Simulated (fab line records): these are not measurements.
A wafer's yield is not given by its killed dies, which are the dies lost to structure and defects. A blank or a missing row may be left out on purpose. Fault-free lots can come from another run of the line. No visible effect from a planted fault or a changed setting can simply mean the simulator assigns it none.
Which tool did it? ; flow sky130 ; 11 lots with 33 wafers sampled at 2 steps, on a route of 708 steps

== WHAT EACH GAUGE READ, for each wafer ==
SKY_METAL4_CD_MEAS_13: target cd 300 nm.
lot;measured;on;cd_nm (nm)
L260;day 41 20:16;cd_sem-01;299.3 297.4 298.1
L262;day 42 11:36;cd_sem-01;300.3 299.8 299.2
L266;day 43 22:44;cd_sem-01;299.7 297.7 300.0
L270;day 45 03:43;cd_sem-02;297.9 298.1 297.2
L272;day 45 09:32;cd_sem-01;300.1 302.1 302.0
L275;day 46 07:14;cd_sem-01;301.3 300.8 300.2
L276;day 46 14:23;cd_sem-01;297.1 299.5 298.3
L277;day 46 17:55;cd_sem-02;300.5 300.5 299.7
L279;day 47 01:05;cd_sem-02;300.0 299.4 300.9
L281;day 47 11:50;cd_sem-01;302.7 302.5 302.5
L282;day 47 23:59;cd_sem-02;302.3 302.4 301.3

== WHAT TOOL EACH LOT RAN ON (gives the tool, then ch and the chambers of the sampled wafers, and finally the start) ==
lot;SKY_METAL4_SPUTTER_03
L260;pvd_sputter-03, day 39 20:08
L262;pvd_sputter-04, day 40 11:37
L266;pvd_sputter-02, day 42 00:59
L270;pvd_sputter-04, day 43 06:23
L272;pvd_sputter-02, day 43 12:26
L275;pvd_sputter-04, day 44 11:38
L276;pvd_sputter-04, day 44 20:10
L277;pvd_sputter-04, day 45 01:41
L279;pvd_sputter-02, day 45 07:20
L281;pvd_sputter-04, day 45 19:08
L282;pvd_sputter-04, day 46 08:59
- SKY_METAL4_SPUTTER_03: material Ti, target thk 5 nm, time 3.3 s.

== THE ANSWER, worked out from the rows above alone ==
Rule: the lots themselves supply what counts as usual. The widest of any qualifying gaps counts: lots, ordered by their means at a reading, are off when they make up no more than a third of the lots, leave a main group of 4 or more, and stand apart from it by 3 or more times the standard deviation of that group's means. A main group whose means are all the same, to the digits that the tables above print for the reading, isn't used. A lot without any number at a reading at which 4 lots or more have one is off too. Where the step has rows for the other lots, those lots are counted as sound.
Nothing can be told from this: no lot is off at any reading shown.

== WHAT THE SIMULATOR PUT IN ==
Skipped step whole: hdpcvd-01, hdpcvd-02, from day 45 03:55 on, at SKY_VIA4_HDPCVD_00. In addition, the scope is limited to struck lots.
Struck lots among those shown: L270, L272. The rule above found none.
